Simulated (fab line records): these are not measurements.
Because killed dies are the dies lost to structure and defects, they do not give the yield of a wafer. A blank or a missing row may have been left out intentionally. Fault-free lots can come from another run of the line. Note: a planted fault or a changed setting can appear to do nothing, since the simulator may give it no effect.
Matching of chambers -- flow gf180mcu -- hdpcvd-01 running GF_V4_CVD_00: 3 sister chambers
The step deposits SiO2, target thk 600 nm, time 100 s. 3 wafers are shown with their chamber, then 8 later ones without.

== EACH WAFER AND ITS CHAMBER ==
wafer,chamber,run length s (s)
L442.4,2,127.9
L443.4,1,128.9
L446.1,0,128.6

== WAFERS WITH NO CHAMBER GIVEN ==
wafer,run length s (s)
L446.2,128.5
L446.6,128.8
L450.1,128.9
L450.4,129.4
L450.5,128.9
L451.2,128.6
L451.4,128.9
L451.6,128.0

== WHICH CHAMBER EACH ONE RAN IN ==
wafer,from the rows above,in truth
L446.2,can't be placed: 0 or 1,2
L446.6,can't be placed: 1 or 0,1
L450.1,can't be placed: 1 or 0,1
L450.4,can't be placed: 1 or 0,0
L450.5,can't be placed: 1 or 0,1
L451.2,can't be placed: 0 or 1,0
L451.4,can't be placed: 1 or 0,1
L451.6,2,2
Correctly placed: 1 of 8. Cannot be placed on the basis of these rows: 7; the candidates contain the true chamber in 6. Wrongly placed: 0.
How it was worked out, from the rows above alone: a wafer's distance from a chamber is the root of the sum, over the readings, of the square of ((its reading less the chamber's mean) divided by the reading's scatter). If the next closest chamber is less than 2 further off than the closest, the wafer can't be placed; otherwise it belongs to the closest. For every chamber, the mean is computed from those of its wafers that are shown. The scatter: root of mean squared gap, hidden wafer to nearest shown wafer, with one shown wafer a chamber.
